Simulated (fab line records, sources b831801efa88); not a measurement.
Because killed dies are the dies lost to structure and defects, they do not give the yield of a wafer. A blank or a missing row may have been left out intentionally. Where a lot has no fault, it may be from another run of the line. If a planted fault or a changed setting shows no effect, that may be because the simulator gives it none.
Chamber matching ; flow gf180mcu ; GF_V1_ETCH_16 on rieDiel-02: 4 sister chambers
The step etches BARC in N2/H2. 16 wafers are shown with their chamber, then 8 later ones without.

## WAFERS WITH THEIR CHAMBER
wafer;chamber;drypumpMotorCurrentA (A);throttleValvePct (%);chamberPressureMTorr (mTorr)
L808.3;2;5.8;13.241;30.033
L808.5;2;5.7;13.242;30.038
L808.6;3;5.5;13.226;29.966
L809.2;3;5.5;13.235;30.035
L809.3;0;5.6;13.223;29.980
L809.6;1;5.0;13.220;29.982
L810.1;0;5.6;13.223;29.964
L810.2;3;5.5;13.235;29.986
L810.5;2;5.8;13.224;30.074
L812.1;0;5.6;13.214;29.997
L812.2;1;5.0;13.221;29.983
L812.3;2;5.8;13.243;30.041
L814.4;1;5.0;13.231;30.000
L814.5;2;5.8;13.235;29.986
L814.6;3;5.5;13.222;29.995
L816.2;0;5.6;13.216;29.991

SIGNATURES (means of the wafers above)
reading;chamber 0;chamber 1;chamber 2;chamber 3;scatter within a chamber
drypumpMotorCurrentA;5.600;5.000;5.780;5.500;0.0258
throttleValvePct;13.21900;13.22400;13.23700;13.22950;0.00658
chamberPressureMTorr;29.98300;29.98833;30.03440;29.99550;0.0247
Rule: for a wafer and a chamber, the distance is found by dividing, reading by reading, the gap between the wafer's reading and the chamber's mean by the reading's scatter, squaring, summing and taking the root. If the next closest chamber is less than 2 further off than the closest, the wafer can't be placed; otherwise it belongs to the closest. The scatter is the square root of a quotient: the sum, over the shown wafers, of each reading's squared deviation from its chamber's mean, divided by wafers minus chambers.

## WAFERS WITH NO CHAMBER GIVEN
wafer;drypumpMotorCurrentA (A);throttleValvePct (%);chamberPressureMTorr (mTorr)
L816.3;5.8;13.218;29.989
L816.6;5.7;13.228;30.001
L821.1;5.0;13.225;29.980
L821.4;5.6;13.227;29.971
L821.5;5.5;13.228;30.008
L822.1;5.8;13.215;30.033
L822.2;5.6;13.222;30.023
L822.6;5.8;13.220;29.942

## EACH ONE'S CHAMBER
wafer;from the rows above;in truth
L816.3;2;2
L816.6;can't be placed: 2 or 0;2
L821.1;1;1
L821.4;0;0
L821.5;3;3
L822.1;2;2
L822.2;0;0
L822.6;2;2
7 of 8 placed correctly. These rows do not allow placing 1 (true chamber among the candidates in 1). Wrongly placed: 0.
